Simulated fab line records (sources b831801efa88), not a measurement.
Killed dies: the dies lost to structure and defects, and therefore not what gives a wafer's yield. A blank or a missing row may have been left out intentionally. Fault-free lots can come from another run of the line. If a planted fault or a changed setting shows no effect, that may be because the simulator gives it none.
fab line records | flow gf180mcu
record: lots: 13 wafers: 39 last_day: 34
route steps=602 shown M3@424 V3@450 M4@459
lots that met no fault: taken from a fault-free run of the same line
start_h: hours from the record's opening day to when the first of the lot's shown wafers began | wait_h: how many hours have passed since the lot's step before this one | " repeats the value in the row above | L1.1+2: a row that stands for several wafers | - value missing, or start not given | * or withheld: withheld | < > ~ a bound
route shown NAME@n: names a module that has steps shown in the file, with the first one's number in the route | usual: mean/standard deviation taken from wafers without a fault | same: alike in all rows | chamber/n: place in a boat | sites: per-site readings | _std_site: standard deviation of those values | _edge_site: inner sites' mean taken away from outer sites' mean | radius_mm: for every site, how far away it sits from the centre of the wafer | mask NAME#n: copy n | behind: the tool/chamber that last shaped the wafer | hold: cause of the lot's hold/its duration in hours/its outcome | device: whichever transistor did not switch (one of n, p or np) | end of line: the tests these same wafers got at the end of their route | for a step that has no rows: nothing shown but its recipe | killed: dies that structure and defects cost at the first sort, which is not the same as the wafer's yield | map: the dies of a wafer, with x for killed, . for not killed, _ for no die there
set.NAME: the setting the step ran with; set.NAME@STEP: the setting that earlier step ran with | model.NAME: the simulator's own value behind a step, which no gauge read
one table for each step of the route and one row for each wafer, over a sample of lots
services: the hour from which a tool's chamber was out of use, counted from the record's first day as start_h (under 0 if before that day), plus the number of hours and why
== steps ==
step: GF_M3_OVL_MEAS_15
usual: M3_OVL: 0/5.2
columns lot.wafer tool chamber start_h wait_h M3_OVL[nm]
L741.2 overlay-02 - 496.39 0.1 -5
L741.3 " - " " 4
L741.6 " - " " -1
L743.3 overlay-01 - 519.00 0.1 4
L743.5 " - " " -1
L743.6 " - " " 2
L744.3 overlay-02 - 527.01 0.1 3
L744.4 " - " " -3
L744.6 " - " " 4
L745.1 overlay-02 - 536.64 0.1 0
L745.3 " - " " 2
L745.6 " - " " -5
L746.3 overlay-02 - 538.65 0.1 5
L746.4 " - " " -3
L746.6 " - " " 6
L748.1 overlay-01 - 556.70 0.1 -9
L748.4 " - " " -4
L748.6 " - " " -2
L753.3 overlay-01 - 597.90 0.1 12
L753.4 " - " " 3
L753.6 " - " " 4
L755.2 overlay-01 - 612.34 0.1 0
L755.3 " - " " -1
L755.5 " - " " 1
L756.3 overlay-01 - 617.00 0.1 -4
L756.4 " - " " -1
L756.6 " - " " -6
L760.1 overlay-01 - 650.80 0.1 -2
L760.3 " - " " -4
L760.6 " - " " -1
L761.1 overlay-01 - 656.89 0.1 -11
L761.2 " - " " -2
L761.3 " - " " -3
L762.3 overlay-02 - 659.30 0.1 4
L762.5 " - " " 10
L762.6 " - " " 6
L763.1 overlay-01 - 673.05 0.1 0
L763.2 " - " " -1
L763.4 " - " " 0
step: GF_V3_SPUTTER_21
recipe: material: Ti target_thk_nm: 15 chamber_pressure_pa: 5 power_w: 2500 substrate_temp_c: 200 time_s: 80.02
usual: cathode_dc_power_W: 2500.0/0.48 chamber_pressure_pa: 5.001/0.01 throttle_valve_pct: 29.7/1.2
columns lot.wafer tool chamber start_h wait_h cathode_dc_power_W chamber_pressure_pa throttle_valve_pct
L741.2 pvd_sputter-02 - 521.99 0.0 2500.1 4.986 30.2
L741.3 " - " " 2500.1 5.001 30.4
L741.6 " - " " 2500.5 5.020 29.0
L743.3 pvd_sputter-03 - 544.25 0.0 2500.0 5.004 30.5
L743.5 " - " " 2499.5 4.998 30.1
L743.6 " - " " 2499.4 5.007 27.9
L744.3 pvd_sputter-04 - 550.91 0.0 2500.4 4.998 30.3
L744.4 " - " " 2499.5 5.004 28.9
L744.6 " - " " 2500.7 5.019 28.5
L745.1 pvd_sputter-04 - 560.99 0.0 2499.5 5.003 30.3
L745.3 " - " " 2500.1 5.017 28.9
L745.6 " - " " 2499.8 5.010 31.3
L746.3 pvd_sputter-04 - 562.89 0.0 - - -
L746.4 " - " " - - -
L746.6 " - " " - - -
L748.1 pvd_sputter-03 - 580.55 0.0 2500.3 5.002 30.3
L748.4 " - " " 2499.5 4.991 31.1
L748.6 " - " " 2499.6 5.011 29.3
L753.3 pvd_sputter-02 - 620.69 0.0 2500.2 5.004 30.1
L753.4 " - " " 2500.4 5.017 29.1
L753.6 " - " " 2499.2 5.013 29.2
L755.2 pvd_sputter-04 - 635.74 0.0 2499.9 5.005 28.3
L755.3 " - " " 2500.3 5.004 31.3
L755.5 " - " " 2500.3 5.004 28.5
L756.3 pvd_sputter-03 - 639.98 0.0 2500.7 5.008 31.0
L756.4 " - " " 2499.7 4.985 30.3
L756.6 " - " " 2501.1 4.985 27.6
L760.1 pvd_sputter-03 - 672.65 0.0 2500.4 4.988 31.0
L760.3 " - " " 2500.8 5.016 27.5
L760.6 " - " " 2499.3 4.997 31.1
L761.1 pvd_sputter-03 - 678.10 0.0 2500.6 5.020 29.5
L761.2 " - " " 2499.7 4.990 30.2
L761.3 " - " " 2500.0 4.997 31.1
L762.3 pvd_sputter-03 - 680.40 0.0 2500.1 5.021 30.4
L762.5 " - " " 2500.4 4.998 30.5
L762.6 " - " " 2500.2 4.997 27.4
L763.1 pvd_sputter-04 - 694.45 0.0 2499.4 4.993 29.0
L763.2 " - " " 2499.7 5.014 28.4
L763.4 " - " " 2499.5 5.016 30.3
step: GF_V3_CMP_26
recipe: stop_on: SiO2 down_force_psi: 3.5 platen_rpm: 60 t_overpolish_s: 15 target_thk_nm: 0 pad_velocity_m_s: 0.94248
usual: edge_zone_pressure_frac: 1.000/0.0051 head_pressure_psi: 3.501/0.0072 motor_current_A: 11.6/1.1
columns lot.wafer tool chamber start_h wait_h edge_zone_pressure_frac head_pressure_psi motor_current_A
L741.2 cmp-01 3 522.49 0.0 1.001 3.495 12.6
L741.3 " 2 " " 0.996 3.507 9.6
L741.6 " 0 " " 1.007 3.503 12.0
L743.3 cmp-01 2 544.75 0.1 0.995 3.499 9.8
L743.6 " 0 " " 0.989 3.488 12.1
L743.5 " 1 " " 1.003 3.483 11.7
L744.3 cmp-01 3 551.30 0.0 1.003 3.509 12.3
L744.4 " 1 " " 0.998 3.514 11.8
L744.6 " 3 " " 0.995 3.501 12.2
L745.3 cmp-01 2 561.38 0.0 0.998 3.503 10.1
L745.1 " 3 " " 1.000 3.495 13.0
L745.6 " 3 " " 1.005 3.485 12.6
L746.4 cmp-02 0 563.33 0.1 0.998 3.499 12.4
L746.3 " 1 " " 0.997 3.502 10.7
L746.6 " 0 " " 0.997 3.509 12.8
L748.1 cmp-01 0 580.99 0.1 1.000 3.510 12.5
L748.4 " 1 " " 0.997 3.499 11.5
L748.6 " 3 " " 0.999 3.504 12.3
L753.3 cmp-01 1 621.18 0.1 1.003 3.492 11.1
L753.4 " 2 " " 1.006 3.497 9.8
L753.6 " 0 " " 1.001 3.498 12.2
L755.2 cmp-01 3 636.13 0.0 0.995 3.497 12.7
L755.3 " 2 " " 1.002 3.495 10.0
L755.5 " 3 " " 1.002 3.521 12.3
L756.4 cmp-01 2 640.42 0.1 1.001 3.498 9.7
L756.3 " 3 " " 0.996 3.508 11.8
L756.6 " 2 " " 0.999 3.497 9.4
L760.3 cmp-02 1 673.14 0.1 1.003 3.514 10.2
L760.1 " 2 " " 1.000 3.508 11.5
L760.6 " 3 " " 0.999 3.496 12.7
L761.3 cmp-02 3 678.49 0.0 0.993 3.504 12.7
L761.1 " 0 " " 1.003 3.498 12.8
L761.2 " 2 " " 0.992 3.503 10.3
L762.3 cmp-02 2 680.84 0.1 1.012 3.499 11.4
L762.6 " 1 " " 0.998 3.500 10.3
L762.5 " 2 " " 1.003 3.499 11.6
L763.4 cmp-02 2 694.84 0.0 0.993 3.505 11.4
L763.1 " 0 " " 1.004 3.503 12.8
L763.2 " 1 " " 0.997 3.504 10.1
step: GF_M4_SPUTTER_03
recipe: material: Ti target_thk_nm: 10 substrate_temp_c: 300 chamber_pressure_pa: 0.3 power_w: 3000 time_s: 6.7
usual: cathode_dc_power_W: 3000.1/0.56 chamber_pressure_pa: 0.3000/0.00059 throttle_valve_pct: 29.9/1
columns lot.wafer tool chamber start_h wait_h cathode_dc_power_W chamber_pressure_pa throttle_valve_pct
L741.2 pvd_sputter-01 - 522.95 0.0 3000.4 0.3003 29.7
L741.3 " - " " 3000.0 0.2990 29.7
L741.6 " - " " 3000.0 0.3010 29.8
L743.3 pvd_sputter-03 - 545.11 0.0 3000.6 0.2996 30.3
L743.5 " - " " 3000.9 0.3004 29.3
L743.6 " - " " 3000.1 0.3004 31.0
L744.3 pvd_sputter-03 - 551.76 0.0 2998.9 0.2995 29.6
L744.4 " - " " 3000.4 0.2999 31.1
L744.6 " - " " 3000.1 0.3003 27.6
L745.1 pvd_sputter-01 - 561.84 0.0 2999.2 0.2996 29.8
L745.3 " - " " 2999.7 0.3005 29.9
L745.6 " - " " 3000.5 0.3003 31.3
L748.1 pvd_sputter-02 - 581.40 0.0 2999.8 0.2992 30.5
L748.4 " - " " 3000.0 0.3007 29.9
L748.6 " - " " 3000.0 0.3002 30.0
L753.3 pvd_sputter-03 - 621.54 0.0 2999.5 0.2998 30.3
L753.4 " - " " 3000.2 0.3001 27.5
L753.6 " - " " 2999.7 0.3001 27.8
L755.2 pvd_sputter-01 - 636.59 0.0 3000.1 0.2995 31.6
L755.3 " - " " 3000.1 0.3001 29.7
L755.5 " - " " 3000.1 0.2998 29.9
L756.3 pvd_sputter-03 - 640.83 0.0 3000.2 0.2999 27.6
L756.4 " - " " 3000.0 0.3004 29.3
L756.6 " - " " 2999.3 0.2988 27.6
L760.1 pvd_sputter-02 - 673.50 0.0 3000.0 0.3005 29.2
L760.3 " - " " 3000.4 0.3000 30.2
L760.6 " - " " 2999.7 0.2997 30.4
L761.1 pvd_sputter-02 - 678.95 0.0 3000.7 0.2998 29.0
L761.2 " - " " 2999.5 0.2998 30.2
L761.3 " - " " 3000.7 0.3003 30.2
L762.3 pvd_sputter-02 - 681.25 0.0 2998.9 0.3000 30.3
L762.5 " - " " 2999.4 0.2994 30.3
L762.6 " - " " 2999.7 0.3003 29.8
L763.1 pvd_sputter-03 - 695.30 0.0 3000.1 0.3000 29.3
L763.2 " - " " 3001.4 0.3002 30.2
L763.4 " - " " 3000.5 0.2994 27.6
== services ==
columns tool chamber start_h hours kind
pvd_sputter-03 - 508.37 3.8 repair
cmp-02 - 547.63 4.4 pm
cmp-02 - 552.87 0.3 repair
cmp-01 - 572.00 4.0 pm
cmp-01 - 576.00 - consumable_replace:conditioner
cmp-01 - 576.00 - consumable_replace:pad
pvd_sputter-04 - 582.65 2.1 repair
cmp-02 - 610.37 0.2 repair
pvd_sputter-01 - 639.09 2.1 repair
cmp-01 - 677.16 2.2 repair
cmp-01 - 691.63 4.7 pm
pvd_sputter-01 - 694.86 0.5 repair
== key ==
first_sign: step: GF_V3_SPUTTER_21 reading: tool_record direction: missing
effect none on later readings
met_at GF_V3_SPUTTER_21
struck_lots L746
later_rows_left_out L746.3,L746.4,L746.6
sort_left_out L746.3,L746.4,L746.6
not_acting_at GF_M3_OVL_MEAS_15,GF_V3_CMP_26,GF_M4_SPUTTER_03
onset_between 560.99 562.89
fault: kind: skipped_step_whole tool: pvd_sputter-03,pvd_sputter-04 chamber: - onset_h: 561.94 steps: GF_V3_SPUTTER_21 scope: struck_lots_only
sort_left_out: the simulated sort isn't trusted on such a fault, so these wafers' sort isn't shown, and their yield isn't known
later_rows_left_out: the simulator's readings of these wafers behind a module that went badly wrong aren't trusted and aren't shown, but for the sort
